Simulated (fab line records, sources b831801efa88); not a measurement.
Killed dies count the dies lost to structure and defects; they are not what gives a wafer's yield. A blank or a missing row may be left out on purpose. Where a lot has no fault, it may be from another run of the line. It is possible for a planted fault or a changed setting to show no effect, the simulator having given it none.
Which tool did it?	flow sky130	7 lots, 20 wafers sampled, at 4 steps of a route of 708

== WHAT EACH GAUGE READ, for each wafer ==
SKY_RES_XHIGH_TW_MEAS_09.
lot	measured	on	RES_XHIGH_TW
L541	day 27 13:16	film metro-01	1672 1669 1668
L543	day 28 15:32	film metro-03	1647 1647 1653
L547	day 29 14:14	film metro-01	1673 1672 1671
L549	day 29 17:32	film metro-01	1675 1676 1675
L553	day 31 08:50	film metro-01	1655 1663 1661
L557	day 32 11:22	film metro-02	1644 1637
L562	day 33 23:46	film metro-01	30 30 30

== EACH LOT AND THE TOOL THAT RAN IT (in order: tool; ch and the chambers of the sampled wafers; start) ==
lot	SKY_LDD_P_STRIP_10	SKY_SD_P_STRIP_10	SKY_RES_XHIGH_STRIP_08
L541	plasma asher-03 ch 0,1, day 19 05:46	plasma asher-01 ch 0,1, day 26 07:20	plasma asher-01 ch 0,1, day 27 13:10
L543	plasma asher-03 ch 0,1, day 21 03:05	plasma asher-04 ch 0,1, day 27 10:51	plasma asher-04 ch 0,1, day 28 15:26
L547	plasma asher-03 ch 0,1, day 22 01:53	plasma asher-02 ch 0,1, day 28 09:21	plasma asher-03 ch 0,1, day 29 14:08
L549	plasma asher-03 ch 0,1, day 22 08:20	plasma asher-02 ch 0,1, day 28 12:51	plasma asher-01 ch 0,1, day 29 17:26
L553	plasma asher-02 ch 0,1, day 23 23:36	plasma asher-01 ch 0,1, day 30 04:30	plasma asher-03 ch 0,1, day 31 08:44
L557	plasma asher-04 ch 1, day 25 04:19	plasma asher-02 ch 0,1, day 31 08:01	plasma asher-01 ch 0,1, day 32 11:16
L562	plasma asher-02 ch 0,1, day 27 00:05	plasma asher-04 ch 0,1, day 32 20:58	plasma asher-01 ch 0,1, day 33 23:40
- SKY_LDD_P_STRIP_10: strips in O2/N2.
- SKY_SD_P_STRIP_10: strips in O2/N2.
- SKY_RES_XHIGH_STRIP_08: strips in O2/N2.

== THE ANSWER, worked out from the rows above alone ==
Rule: the lots themselves supply what counts as usual. The widest of any qualifying gaps counts: lots, ordered by their means at a reading, are off when they make up no more than a third of the lots, leave a main group of 4 or more, and stand apart from it by 3 or more times the standard deviation of that group's means. A main group whose means are all the same, to the digits that the tables above print for the reading, isn't used. A lot without any number at a reading at which 4 lots or more have one is off too. Where the step has rows for the other lots, those lots are counted as sound.
Off: L562, seen at SKY_RES_XHIGH_TW_MEAS_09 (RES_XHIGH_TW). Mean 1661 and standard deviation 13 in the main group.
If a tool, at a process step before that reading, ran all the lots that are off and no sound lot after the first of them, it fits. The gauges at SKY_RES_XHIGH_TW_MEAS_09 are tried like those tools. Can't be told from this: 4 tools fit, plasma asher-02 at SKY_LDD_P_STRIP_10, plasma asher-04 at SKY_SD_P_STRIP_10, plasma asher-01 at SKY_RES_XHIGH_STRIP_08, film metro-01 at SKY_RES_XHIGH_TW_MEAS_09.

== WHAT THE SIMULATOR PUT IN ==
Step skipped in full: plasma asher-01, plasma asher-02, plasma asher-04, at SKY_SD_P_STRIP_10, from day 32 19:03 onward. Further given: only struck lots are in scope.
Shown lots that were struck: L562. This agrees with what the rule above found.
